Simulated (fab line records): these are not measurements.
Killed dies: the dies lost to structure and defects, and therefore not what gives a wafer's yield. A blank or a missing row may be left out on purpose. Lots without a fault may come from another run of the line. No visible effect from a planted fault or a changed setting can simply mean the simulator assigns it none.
fab line records	flow sky130	part 1 of 2: steps 1 to 27 of 36
record lots=5	wafers=15	lastDay=49
route steps=708 shown LDD_HVP@288 LDD_LDN@289 SPACER@304 POLY_CUT@307 SD_P@320
lots with no fault: from the same line, run without faults
startH: the number of hours between the record's first day and the start of the first shown wafer of the lot	waitH: time in hours since the lot's previous step	" identical to the entry in the row above	L1.1+2: a single row standing in for several wafers	- either no value or no given start	* or withheld: withheld	< > ~ a bound
route shown NAME@n: a module of which the file shows steps, and the number in the route of the first	usual: the fault-free wafers' mean and standard deviation	same: alike in all rows	chamber/n: place in a boat	sites: each site's reading	_std_site: standard deviation across them	_edge_site: outer sites' mean less inner sites'	radiusMm: for every site, how far away it sits from the centre of the wafer	mask NAME#n: copy n	behind: the most recent tool/chamber to have shaped the wafer	hold: cause of the lot's hold/its duration in hours/its outcome	device: which transistor (n, p or np) failed to switch	end of line: the same wafers' tests at the end of the route	a step without rows: its recipe alone	killed: not the wafer's yield, but the dies lost to structure and defects at the first sort	map: a wafer's dies, marking killed ones x, the rest . and places with no die _
set.NAME: setting as actually run; set.NAME@STEP: the setting as run at that earlier step	model.NAME: the simulator's own value behind a step, which no gauge read
a table for each step, a row for each wafer; lots at some steps of the route
services: from which hour (startH, from the record's first day; less than 0 if before it) a tool's chamber was out of use, for how many hours, and why
## steps
# step SKY_LDD_HVP_TW_MEAS_10
# usual LDD_HVP_TW=458/3.2
lot.wafer	tool	chamber	startH	waitH	LDD_HVP_TW
L081.1	filmMetro-04	-	557.30	0.1	455
L081.5	"	-	"	"	454
L081.6	"	-	"	"	456
L087.2	filmMetro-02	-	609.52	0.1	463
L087.4	"	-	"	"	462
L087.5	"	-	"	"	460
L088.2	filmMetro-02	-	616.62	0.1	461
L088.3	"	-	"	"	461
L088.4	"	-	"	"	461
L091.2	filmMetro-02	-	643.77	0.1	458
L091.3	"	-	"	"	458
L091.5	"	-	"	"	457
L093.1	filmMetro-04	-	653.21	0.1	451
L093.3	"	-	"	"	452
L093.6	"	-	"	"	451
# step SKY_LDD_LDN_DEHYDRATE_00
# recipe tempC=200	timeS=60
lot.wafer	tool	chamber	startH	waitH
L081.1+5+6	lithoTrack-02	0	571.76	14.5
L087.2+4+5	lithoTrack-01	0	622.95	13.4
L088.2+3+4	lithoTrack-02	0	630.84	14.2
L091.2+3+5	lithoTrack-01	0	657.50	13.7
L093.1+3+6	lithoTrack-04	0	666.75	13.5
# step SKY_LDD_LDN_HMDS_01
# recipe primeTimeS=60	primeTempC=120
lot.wafer	tool	chamber	startH	waitH
L081.1+5+6	lithoTrack-02	0	571.91	0.1
L087.2+4+5	lithoTrack-01	0	623.10	0.1
L088.2+3+4	lithoTrack-02	0	630.99	0.1
L091.2+3+5	lithoTrack-01	0	657.65	0.1
L093.1+3+6	lithoTrack-04	0	666.90	0.1
# step SKY_LDD_LDN_COAT_02
# recipe resist=NOVOLAK	spinRpm=3000	resistThkNm=1140
# usual dispensePressureKPa=50/5.4
lot.wafer	tool	chamber	startH	waitH	dispensePressureKPa
L081.1	lithoTrack-02	0	572.06	0.1	51
L081.5	"	0	"	"	51
L081.6	"	0	"	"	51
L087.2	lithoTrack-01	0	623.25	0.1	55
L087.4	"	0	"	"	55
L087.5	"	0	"	"	55
L088.2	lithoTrack-02	0	631.14	0.1	51
L088.3	"	0	"	"	51
L088.4	"	0	"	"	51
L091.2	lithoTrack-01	0	657.80	0.1	55
L091.3	"	0	"	"	55
L091.5	"	0	"	"	55
L093.1	lithoTrack-04	0	667.05	0.1	42
L093.3	"	0	"	"	42
L093.6	"	0	"	"	42
# step SKY_LDD_LDN_SOFTBAKE_03
# recipe tempC=90	timeS=60	resist=NOVOLAK
lot.wafer	tool	chamber	startH	waitH
L081.1+5+6	lithoTrack-02	0	572.21	0.1
L087.2+4+5	lithoTrack-01	0	623.40	0.1
L088.2+3+4	lithoTrack-02	0	631.29	0.1
L091.2+3+5	lithoTrack-01	0	657.95	0.1
L093.1+3+6	lithoTrack-04	0	667.20	0.1
# step SKY_LDD_LDN_EXPOSE_04
# recipe maskId=LDNTM	na=0.6	sourceShape=conventional	sigmaOuter=0.6	polarization=unpolarized	targetCdNm=700	doseMj=140
# usual exposureDoseMJCm2=140.02/0.16	stageVelMmS=499.99/0.28
# same na=0.6
lot.wafer	tool	chamber	startH	waitH	mask	exposureDoseMJCm2	stageVelMmS
L081.1	ilineStepper-02	0	-	-	LDNTM#0	139.89	500.37
L081.5	"	0	"	"	LDNTM#0	139.92	500.15
L081.6	"	0	"	"	LDNTM#0	139.97	500.32
L087.2	ilineStepper-01	0	-	-	LDNTM#0	139.99	499.88
L087.4	"	0	"	"	LDNTM#0	140.13	499.80
L087.5	"	0	"	"	LDNTM#0	140.18	499.92
L088.2	ilineStepper-02	0	-	-	LDNTM#0	139.82	500.06
L088.3	"	0	"	"	LDNTM#0	139.96	500.38
L088.4	"	0	"	"	LDNTM#0	140.34	500.38
L091.2	ilineStepper-01	0	-	-	LDNTM#0	140.00	499.93
L091.3	"	0	"	"	LDNTM#0	140.05	499.77
L091.5	"	0	"	"	LDNTM#0	140.16	500.05
L093.1	ilineStepper-02	0	-	-	LDNTM#0	140.16	500.06
L093.3	"	0	"	"	LDNTM#0	140.13	499.94
L093.6	"	0	"	"	LDNTM#0	140.31	500.00
# step SKY_LDD_LDN_PEB_05
# recipe tempC=withheld	timeS=*	resist=NOVOLAK
lot.wafer	tool	chamber	startH	waitH
L081.1+5+6	lithoTrack-02	0	-	-
L087.2+4+5	lithoTrack-02	0	-	-
L088.2+3+4	lithoTrack-02	0	-	-
L091.2+3+5	lithoTrack-02	0	-	-
L093.1+3+6	lithoTrack-04	0	-	-
# step SKY_LDD_LDN_DEVELOP_06
# recipe resist=NOVOLAK	developer=TMAH	developTimeS=60	devTempC=23
lot.wafer	tool	chamber	startH	waitH
L081.1+5+6	lithoTrack-02	0	586.51	0.1
L087.2+4+5	lithoTrack-02	0	638.14	0.1
L088.2+3+4	lithoTrack-02	0	645.39	0.1
L091.2+3+5	lithoTrack-02	0	671.34	0.1
L093.1+3+6	lithoTrack-04	0	680.75	0.1
# step SKY_LDD_LDN_OVL_MEAS_07
# usual LDD_LDN_OVL=0.6/1.6
lot.wafer	tool	chamber	startH	waitH	LDD_LDN_OVL[nm]
L081.1	overlay-02	-	586.66	0.1	4.0
L081.5	"	-	"	"	2.7
L081.6	"	-	"	"	5.0
L087.2	overlay-01	-	638.27	0.1	-0.3
L087.4	"	-	"	"	0.6
L087.5	"	-	"	"	0.3
L088.2	overlay-01	-	645.52	0.1	3.4
L088.3	"	-	"	"	1.5
L088.4	"	-	"	"	1.9
L091.2	overlay-01	-	671.47	0.1	1.7
L091.3	"	-	"	"	1.5
L091.5	"	-	"	"	1.4
L093.1	overlay-01	-	680.90	0.1	-0.2
L093.3	"	-	"	"	1.1
L093.6	"	-	"	"	-0.2
# step SKY_LDD_LDN_IMPLANT_08
# recipe species=As	energyKev=15	doseCm2=1.25e+13	tiltDeg=withheld	rotationDeg=23
# usual beamEnergyKeV=14.999/0.0046	faradayCurrentUA=70.3/1.4
lot.wafer	tool	chamber	startH	waitH	beamEnergyKeV	faradayCurrentUA
L081.1	implanter-01	0	586.70	0.0	15.006	71.8
L081.5	"	0	"	"	14.997	68.8
L081.6	"	0	"	"	14.996	71.8
L087.2	implanter-02	0	638.33	0.0	15.003	71.3
L087.4	"	0	"	"	15.004	72.2
L087.5	"	0	"	"	15.001	71.6
L088.2	implanter-03	0	645.58	0.0	14.996	71.2
L088.3	"	0	"	"	14.999	72.3
L088.4	"	0	"	"	15.003	68.2
L091.2	implanter-02	0	671.53	0.0	14.996	70.1
L091.3	"	0	"	"	14.987	72.9
L091.5	"	0	"	"	14.995	68.8
L093.1	implanter-03	0	680.93	0.0	14.996	70.3
L093.3	"	0	"	"	15.003	71.2
L093.6	"	0	"	"	14.999	70.8
# step SKY_LDD_LDN_IMPLANT_09
# recipe species=As	energyKev=15	doseCm2=1.25e+13	tiltDeg=withheld	rotationDeg=113
# usual beamEnergyKeV=15.000/0.0044	faradayCurrentUA=70.5/1.4
lot.wafer	tool	chamber	startH	waitH	beamEnergyKeV	faradayCurrentUA
L081.1	implanter-01	0	586.85	0.1	15.002	68.7
L081.5	"	0	"	"	15.003	72.9
L081.6	"	0	"	"	15.001	73.1
L087.2	implanter-02	0	638.48	0.1	14.999	66.4
L087.4	"	0	"	"	14.999	72.1
L087.5	"	0	"	"	14.999	72.1
L088.2	implanter-03	0	645.73	0.1	14.996	73.0
L088.3	"	0	"	"	15.000	73.2
L088.4	"	0	"	"	14.999	71.6
L091.2	implanter-02	0	671.68	0.1	14.998	71.6
L091.3	"	0	"	"	15.002	72.2
L091.5	"	0	"	"	15.000	69.2
L093.1	implanter-03	0	681.08	0.1	15.005	70.4
L093.3	"	0	"	"	15.002	72.4
L093.6	"	0	"	"	15.005	69.6
# step SKY_LDD_LDN_IMPLANT_10
# recipe species=As	energyKev=15	doseCm2=1.25e+13	tiltDeg=withheld	rotationDeg=203
# usual beamEnergyKeV=15.000/0.0042	faradayCurrentUA=70.7/1.4
lot.wafer	tool	chamber	startH	waitH	beamEnergyKeV	faradayCurrentUA
L081.1	implanter-01	0	587.00	0.1	15.000	70.7
L081.5	"	0	"	"	14.996	69.5
L081.6	"	0	"	"	14.998	73.3
L087.2	implanter-02	0	638.63	0.1	15.001	70.4
L087.4	"	0	"	"	15.007	71.4
L087.5	"	0	"	"	15.001	67.4
L088.2	implanter-03	0	645.88	0.1	14.991	70.3
L088.3	"	0	"	"	15.001	70.0
L088.4	"	0	"	"	15.000	72.2
L091.2	implanter-02	0	671.83	0.1	14.992	69.2
L091.3	"	0	"	"	14.991	69.2
L091.5	"	0	"	"	14.995	71.6
L093.1	implanter-03	0	681.23	0.1	15.001	72.1
L093.3	"	0	"	"	15.000	69.6
L093.6	"	0	"	"	14.998	70.0
# step SKY_LDD_LDN_IMPLANT_11
# recipe species=As	energyKev=15	doseCm2=1.25e+13	tiltDeg=withheld	rotationDeg=293
# usual beamEnergyKeV=15.001/0.0048	faradayCurrentUA=70.7/1.4
lot.wafer	tool	chamber	startH	waitH	beamEnergyKeV	faradayCurrentUA
L081.1	implanter-01	0	587.15	0.1	14.997	68.8
L081.5	"	0	"	"	14.998	69.0
L081.6	"	0	"	"	14.998	71.0
L087.2	implanter-02	0	638.78	0.1	15.012	71.8
L087.4	"	0	"	"	14.996	71.4
L087.5	"	0	"	"	14.998	71.0
L088.2	implanter-03	0	646.03	0.1	14.994	72.9
L088.3	"	0	"	"	15.001	71.6
L088.4	"	0	"	"	14.985	69.2
L091.2	implanter-02	0	671.98	0.1	15.003	73.2
L091.3	"	0	"	"	15.010	72.5
L091.5	"	0	"	"	15.007	70.2
L093.1	implanter-03	0	681.38	0.1	14.997	71.9
L093.3	"	0	"	"	15.005	72.0
L093.6	"	0	"	"	14.997	70.0
# step SKY_LDD_LDN_STRIP_12
# recipe chemistry=O2/N2	powerW=1400	pressureMtorr=1500	platenTempC=withheld	o2FlowSccm=3000	n2FlowSccm=300	overashFraction=0.5
# usual chamberPressureMTorr=1499.9/1.3	drypumpMotorCurrentA=5.7/0.53	o2FlowSccm=3000/9.3	oesProductAu=0.716/0.0046	stripTimeToEndpointS=14.19/0.041
lot.wafer	tool	chamber	startH	waitH	chamberPressureMTorr	drypumpMotorCurrentA	o2FlowSccm	oesProductAu	rfHoursCounterH	stripTimeToEndpointS
L081.1	plasmaAsher-02	1	587.30	0.1	1500.1	5.4	3002	0.719	92	14.14
L081.5	"	0	"	"	1500.6	5.6	2999	0.714	-	14.20
L081.6	"	1	"	"	1498.8	5.4	2984	0.710	-	14.19
L087.2	plasmaAsher-03	0	638.90	0.1	1497.5	6.7	2998	0.722	48	14.26
L087.4	"	0	"	"	1497.1	6.7	2997	0.715	-	14.26
L087.5	"	1	"	"	1498.0	5.9	3005	0.719	-	14.28
L088.2	plasmaAsher-02	0	646.15	0.1	1496.8	5.6	2988	0.713	98	14.13
L088.3	"	0	"	"	1499.6	5.6	3011	0.717	-	14.14
L088.4	"	1	"	"	1499.8	5.4	3017	0.724	-	14.18
L091.2	plasmaAsher-02	0	672.10	0.1	1498.5	5.6	2992	0.720	101	14.20
L091.3	"	1	"	"	1500.2	5.4	2989	0.714	-	14.19
L091.5	"	1	"	"	1499.3	5.4	2990	0.714	-	14.17
L093.1	plasmaAsher-02	0	681.53	0.1	1501.8	5.6	2995	0.715	102	14.14
L093.3	"	0	"	"	1500.0	5.6	3013	0.716	-	14.11
L093.6	"	1	"	"	1502.4	5.4	2997	0.704	-	14.14
# step SKY_LDD_LDN_TW_MEAS_13
# usual LDD_LDN_TW=1478/15
lot.wafer	tool	chamber	startH	waitH	LDD_LDN_TW
L081.1	filmMetro-02	-	587.40	0.1	1488
L081.5	"	-	"	"	1489
L081.6	"	-	"	"	1492
L087.2	filmMetro-02	-	639.01	0.1	1484
L087.4	"	-	"	"	1488
L087.5	"	-	"	"	1484
L088.2	filmMetro-04	-	646.26	0.1	1471
L088.3	"	-	"	"	1473
L088.4	"	-	"	"	1458
L091.2	filmMetro-02	-	672.21	0.1	1496
L091.3	"	-	"	"	1487
L091.5	"	-	"	"	1483
L093.1	filmMetro-04	-	681.63	0.1	1468
L093.3	"	-	"	"	1469
L093.6	"	-	"	"	1472
# step SKY_LDD_LDN_CLEAN_14
# recipe chemistry=SC1/SC2	mix=1:4:20	tempC=70	timeS=150	dry=n2Spin
lot.wafer	tool	chamber	startH	waitH
L081.1+5+6	wetBench-04	2	587.46	0.1
L087.2+4+5	wetBench-04	3	639.06	0.0
L088.2+3+4	wetBench-04	2	646.31	0.0
L091.2+3+5	wetBench-04	0	672.26	0.0
L093.1+3+6	wetBench-01	3	681.69	0.1
# step SKY_SPACER_CVD_00
# recipe material=Si3N4	precursor=DCS/NH3	targetThkNm=43.1	tempC=770	timeS=740	pressureMtorr=250
# usual pressureMtorr=250.0/0.48	spikeTcCentreC=770.0/1.9	spikeTcLowerC=770.6/1
lot.wafer	tool	chamber	startH	waitH	pressureMtorr	spikeTcCentreC	spikeTcLowerC
L081.1	lpcvd-02	0	590.34	2.8	249.9	768.9	769.8
L081.5	"	0	"	"	249.8	768.1	769.8
L081.6	"	0	"	"	249.6	769.4	770.6
L087.2	lpcvd-02	1	639.12	0.0	250.1	772.2	772.5
L087.4	"	1	"	"	249.7	770.5	772.0
L087.5	"	1	"	"	249.6	772.7	771.3
L088.2	lpcvd-02	0	647.40	1.0	249.7	767.1	770.5
L088.3	"	0	"	"	250.4	769.0	771.0
L088.4	"	0	"	"	250.1	767.5	771.5
L091.2	lpcvd-02	1	672.84	0.5	249.7	772.0	771.4
L091.3	"	1	"	"	251.2	771.3	771.0
L091.5	"	1	"	"	249.7	771.4	770.1
L093.1	lpcvd-02	1	682.50	0.8	249.1	772.1	771.9
L093.3	"	1	"	"	249.1	773.1	770.4
L093.6	"	1	"	"	248.6	770.7	769.4
# step SKY_SPACER_THK_MEAS_01
# recipe reads=Si3N4_of_SPACER_CVD_00
# usual SPACER_CVD_00_THK=43.0/0.51
lot.wafer	tool	chamber	startH	waitH	SPACER_CVD_00_THK[nm]
L081.1	filmMetro-02	-	592.15	0.0	42.7
L081.5	"	-	"	"	42.5
L081.6	"	-	"	"	42.9
L087.2	filmMetro-02	-	640.34	0.0	43.7
L087.4	"	-	"	"	43.2
L087.5	"	-	"	"	43.8
L088.2	filmMetro-01	-	648.62	0.0	43.1
L088.3	"	-	"	"	42.8
L088.4	"	-	"	"	43.0
L091.2	filmMetro-03	-	674.05	0.0	42.3
L091.3	"	-	"	"	42.4
L091.5	"	-	"	"	42.2
L093.1	filmMetro-01	-	683.70	0.0	43.2
L093.3	"	-	"	"	42.9
L093.6	"	-	"	"	42.8
# step SKY_SPACER_ETCHBACK_02
# recipe chemistry=CH3F/O2	target=Si3N4	stopOn=SiO2	sourceW=400	biasW=80	pressureMtorr=25	ch3fFlowSccm=40	O2_flow_sccm=30	timeS=46.7	targetDepthA=450
# usual ch3fFlowSccm=40.01/0.12	chamberPressureMTorr=25.000/0.021	drypumpMotorCurrentA=6.1/0.46	oesProductAu=0.854/0.0076	throttleValvePct=10.563/0.0087
lot.wafer	tool	chamber	startH	waitH	ch3fFlowSccm	chamberPressureMTorr	drypumpMotorCurrentA	oesProductAu	rfHoursCounterH	throttleValvePct
L081.1	rieDiel-04	1	592.21	0.1	40.11	24.975	6.7	0.852	20	10.573
L081.5	"	1	"	"	40.09	24.999	6.7	0.852	-	10.579
L081.6	"	2	"	"	39.96	25.001	5.5	0.853	-	10.564
L087.2	rieDiel-04	3	640.39	0.0	40.17	25.010	6.7	0.856	1	10.563
L087.4	"	1	"	"	40.26	24.993	6.8	0.869	21	10.557
L087.5	"	1	"	"	40.16	25.021	6.7	0.869	-	10.562
L088.2	rieDiel-02	3	648.67	0.0	40.14	25.026	6.1	0.863	56	10.564
L088.3	"	1	"	"	40.05	24.964	5.2	0.842	2	10.566
L088.4	"	0	"	"	40.06	25.021	6.0	0.859	45	10.559
L091.2	rieDiel-01	3	674.10	0.0	40.19	24.964	6.4	0.847	2	10.559
L091.3	"	2	"	"	40.14	25.042	6.2	0.843	3	10.569
L091.5	"	1	"	"	39.97	25.015	5.3	0.852	-	10.550
L093.1	rieDiel-02	3	683.76	0.1	40.01	24.991	6.1	0.862	57	10.554
L093.3	"	1	"	"	39.95	25.005	5.2	0.850	2	10.568
L093.6	"	2	"	"	40.00	25.022	5.9	0.852	-	10.555
# step SKY_POLY_CUT_DEHYDRATE_00
# recipe tempC=200	timeS=60
lot.wafer	tool	chamber	startH	waitH
L081.1+5+6	lithoTrack-04	0	606.15	13.9
L087.2+4+5	lithoTrack-04	0	654.02	13.6
L088.2+3+4	lithoTrack-02	0	662.44	13.7
L091.2+3+5	lithoTrack-04	0	687.62	13.5
L093.1+3+6	lithoTrack-03	0	696.93	13.1
# step SKY_POLY_CUT_HMDS_01
# recipe primeTimeS=60	primeTempC=120
lot.wafer	tool	chamber	startH	waitH
L081.1+5+6	lithoTrack-04	0	606.30	0.1
L087.2+4+5	lithoTrack-04	0	654.17	0.1
L088.2+3+4	lithoTrack-02	0	662.59	0.1
L091.2+3+5	lithoTrack-04	0	687.77	0.1
L093.1+3+6	lithoTrack-03	0	697.08	0.1
# step SKY_POLY_CUT_COAT_02
# recipe resist=BARC	tempC=withheld	timeS=withheld	spinRpm=3000	resistThkNm=60
# usual dispensePressureKPa=46/3.9
lot.wafer	tool	chamber	startH	waitH	dispensePressureKPa
L081.1	lithoTrack-04	0	606.45	0.1	42
L081.5	"	0	"	"	42
L081.6	"	0	"	"	42
L087.2	lithoTrack-04	0	654.32	0.1	42
L087.4	"	0	"	"	42
L087.5	"	0	"	"	42
L088.2	lithoTrack-02	0	662.74	0.1	51
L088.3	"	0	"	"	51
L088.4	"	0	"	"	51
L091.2	lithoTrack-04	0	687.92	0.1	42
L091.3	"	0	"	"	42
L091.5	"	0	"	"	42
L093.1	lithoTrack-03	0	697.23	0.1	46
L093.3	"	0	"	"	46
L093.6	"	0	"	"	46
# step SKY_POLY_CUT_COAT_03
# recipe resist=KrF-thick	spinRpm=3000	resistThkNm=450
# usual dispensePressureKPa=46/3.9
lot.wafer	tool	chamber	startH	waitH	dispensePressureKPa
L081.1	lithoTrack-04	0	-	-	42
L081.5	"	0	"	"	42
L081.6	"	0	"	"	42
L087.2	lithoTrack-04	0	-	-	42
L087.4	"	0	"	"	42
L087.5	"	0	"	"	42
L088.2	lithoTrack-02	0	-	-	51
L088.3	"	0	"	"	51
L088.4	"	0	"	"	51
L091.2	lithoTrack-04	0	-	-	42
L091.3	"	0	"	"	42
L091.5	"	0	"	"	42
L093.1	lithoTrack-03	0	-	-	46
L093.3	"	0	"	"	46
L093.6	"	0	"	"	46
# step SKY_POLY_CUT_SOFTBAKE_04
# recipe tempC=100	timeS=90	resist=KrF-thick
lot.wafer	tool	chamber	startH	waitH
L081.1+5+6	lithoTrack-04	0	-	-
L087.2+4+5	lithoTrack-04	0	-	-
L088.2+3+4	lithoTrack-02	0	-	-
L091.2+3+5	lithoTrack-04	0	-	-
L093.1+3+6	lithoTrack-03	0	-	-
# step SKY_POLY_CUT_EXPOSE_05
# recipe maskId=NPCM	na=0.8	sourceShape=annular	sigmaInner=0.55	sigmaOuter=0.85	targetCdNm=270	doseMj=32
# usual exposureDoseMJCm2=31.99/0.032	stageVelMmS=499.99/0.24
# same na=0.8
lot.wafer	tool	chamber	startH	waitH	mask	exposureDoseMJCm2	stageVelMmS
L081.1	krfScanner-02	0	-	-	NPCM#0	32.02	500.20
L081.5	"	0	"	"	NPCM#0	32.01	500.17
L081.6	"	0	"	"	NPCM#0	32.02	500.23
L087.2	krfScanner-02	0	-	-	NPCM#0	32.01	499.82
L087.4	"	0	"	"	NPCM#0	32.01	500.12
L087.5	"	0	"	"	NPCM#0	31.99	499.86
L088.2	krfScanner-01	0	-	-	NPCM#0	32.01	500.07
L088.3	"	0	"	"	NPCM#0	31.97	499.94
L088.4	"	0	"	"	NPCM#0	32.02	500.02
L091.2	krfScanner-01	0	-	-	NPCM#0	31.92	500.30
L091.3	"	0	"	"	NPCM#0	31.98	499.99
L091.5	"	0	"	"	NPCM#0	32.01	499.98
L093.1	krfScanner-01	0	-	-	NPCM#0	31.95	499.90
L093.3	"	0	"	"	NPCM#0	31.95	500.10
L093.6	"	0	"	"	NPCM#0	31.99	499.81
# step SKY_POLY_CUT_PEB_06
# recipe pebTempC=withheld	pebTimeS=withheld	resist=KrF-thick
lot.wafer	tool	chamber	startH	waitH
L081.1+5+6	lithoTrack-04	0	-	-
L087.2+4+5	lithoTrack-04	0	-	-
L088.2+3+4	lithoTrack-04	0	-	-
L091.2+3+5	lithoTrack-04	0	-	-
L093.1+3+6	lithoTrack-02	0	-	-
# step SKY_POLY_CUT_DEVELOP_07
# recipe developTimeS=60	resist=KrF-thick	devTempC=21
lot.wafer	tool	chamber	startH	waitH
L081.1+5+6	lithoTrack-04	0	-	-
L087.2+4+5	lithoTrack-04	0	-	-
L088.2+3+4	lithoTrack-04	0	-	-
L091.2+3+5	lithoTrack-04	0	-	-
L093.1+3+6	lithoTrack-02	0	-	-
